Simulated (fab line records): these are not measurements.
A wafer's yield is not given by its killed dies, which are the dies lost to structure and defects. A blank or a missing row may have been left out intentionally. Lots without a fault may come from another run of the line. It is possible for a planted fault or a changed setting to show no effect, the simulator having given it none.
The same fault as seen by 2 desks -- flow gf180mcu -- each desk has only its own numbers; what lay behind them comes last

## AT THE METROLOGY DESK
Lot by lot, what the gauges showed, no matter which tool ran the lot: averages of those sampled wafers that carry a number. If a lot's mean is further than 4 standard deviations from the usual mean, the lot is out of limits and carries the mark OUT (the distance appears in the brackets).
Columns: A = cd-nm at GF_TOP_METAL_CD_MEAS_14, usual 440.1 nm; B = TOP_METAL_OVL at GF_TOP_METAL_OVL_MEAS_15, usual 0.5 nm; C = PASSIVATION_CVD_00_THK at GF_PASSIVATION_THK_MEAS_01, usual 992 nm; D = PASSIVATION_CVD_02_THK at GF_PASSIVATION_THK_MEAS_03, usual 702 nm
lot,first seen here,A,B,C,D
L860,day 30 11:31,436.8,-0.8,988,699
L865,day 31 16:52,438.7,1.5,1022,710
L866,day 31 23:13,441.0,1.2,966,704
L868,day 32 13:48,437.9,-1.1,971,733
L872,day 33 14:29,440.5,-0.2,976,733
L875,day 34 05:49,441.8,1.6,972,708
This desk's verdict: no lot among the 6 shows anything out of limits.

## TOOL OWNER'S DESK, pecvd-04
The tool's own readings at GF_PASSIVATION_CVD_02 (deposits Si3N4, target thk 700 nm, time 486.18 s): means of the sampled wafers that have a number, for each lot that ran on this tool. If a lot's mean is further than 4 standard deviations from the usual mean, the lot is out of limits and carries the mark OUT (the distance appears in the brackets).
Columns: A = heater-power-w at GF_PASSIVATION_CVD_02, usual 730 W; B = rf-fwd-power-W at GF_PASSIVATION_CVD_02, usual 449.2 W
lot,first seen here,A,B
L860,day 30 12:30,734,449.5
L865,day 31 17:51,827,449.1
L868,day 32 14:49,786,522.9 (+57) OUT
L872,day 33 15:32,710,520.9 (+55) OUT
This desk finds L868, L872 out of limits, L868 being first, at day 32 14:49 (rf-fwd-power-W at GF_PASSIVATION_CVD_02). In limits: L860, L865.

## BROUGHT TOGETHER
On L868, L872, at day 32 14:49, an alarm was possible from the tool owner's desk.
At the metrology desk, nothing out of limits was observed.
The metrology desk holds a record of L868, L872, inside its limits.
Of the lots named, all ran GF_PASSIVATION_CVD_02 on pecvd-04.

## WHAT THE SIMULATOR HAD PUT IN
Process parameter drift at GF_PASSIVATION_CVD_02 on pecvd-04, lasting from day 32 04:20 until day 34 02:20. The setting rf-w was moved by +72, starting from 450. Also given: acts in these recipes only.
Lots struck among those shown: L868, L872.
Each desk's first reading out of limits, in hours after the fault started: the tool owner's desk, 10.
